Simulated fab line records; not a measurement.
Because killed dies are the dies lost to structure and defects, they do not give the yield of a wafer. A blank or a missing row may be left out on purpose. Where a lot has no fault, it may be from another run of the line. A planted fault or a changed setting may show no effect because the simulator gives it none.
What tool caused it? ; flow sky130 ; 11 lots, 33 wafers sampled, at 2 steps of a route of 708

WHAT THE GAUGES READ, wafer by wafer
SKY_SONOS_ONO_THK_MEAS_05.
lot;measured;on;SONOS_ONO_CVD_04_THK (nm)
L800;day 12 03:44;film metro-04;5.62 5.60 5.56
L801;day 12 14:23;film metro-04;5.84 5.78 5.74
L802;day 12 23:47;film metro-03;5.83 5.87 5.87
L806;day 14 13:17;film metro-03;5.66 5.83 5.78
L807;day 14 13:16;film metro-01;5.90 5.71 5.90
L808;day 15 03:34;film metro-01;8.22 8.23 8.25
L809;day 15 16:47;film metro-04;8.39 8.45 8.35
L810;day 15 16:47;film metro-01;8.40 8.35 8.45
L819;day 18 16:19;film metro-03;5.54 5.69 5.71
L820;day 19 16:38;film metro-01;5.86 5.87 5.98
L821;day 19 16:38;film metro-04;5.78 5.88 5.78

WHAT TOOL EACH LOT RAN ON (gives the tool, then ch and the chambers of the sampled wafers, and finally the start)
lot;SKY_SONOS_ONO_CVD_04
L800;lpcvd-03 ch 1, day 12 02:28
L801;lpcvd-03 ch 1, day 12 13:07
L802;lpcvd-03 ch 1, day 12 22:30
L806;lpcvd-03 ch 0, day 14 12:01
L807;lpcvd-03 ch 0, day 14 12:01
L808;lpcvd-03 ch 1, day 15 02:18
L809;lpcvd-03 ch 1, day 15 15:32
L810;lpcvd-03 ch 0, day 15 15:32
L819;lpcvd-03 ch 0, day 18 14:25
L820;lpcvd-03 ch 1, day 19 15:23
L821;lpcvd-03 ch 1, day 19 15:23
- SKY_SONOS_ONO_CVD_04: deposits SiO2 from SiH4/N2O, target thk 5.7199 nm.

THE ANSWER, worked out from the rows above alone
Rule: usual is defined by the lots themselves. Put in order of their means at a reading, lots are off if they are a third of the lots or fewer, leave a main group of 4 or more, and stand apart from it by a gap of 3 or more times the standard deviation of the main group's means; of several such gaps the widest counts. Not used: any main group whose means are identical at the precision the tables above print for the reading. Also off: a lot with no number at a reading for which 4 or more lots have one. Any other lot the step has rows for is counted as sound.
Off: L808, L809, L810, seen at SKY_SONOS_ONO_THK_MEAS_05 (SONOS_ONO_CVD_04_THK). Main group: mean 5.77 nm, sd 0.099.
A tool fits if, at a process step before that reading, it ran every lot that is off, and no sound lot after the first of them. The gauges at SKY_SONOS_ONO_THK_MEAS_05 are tried like those tools. Of those tried, none fits.

WHAT THE SIMULATOR HAD INSERTED
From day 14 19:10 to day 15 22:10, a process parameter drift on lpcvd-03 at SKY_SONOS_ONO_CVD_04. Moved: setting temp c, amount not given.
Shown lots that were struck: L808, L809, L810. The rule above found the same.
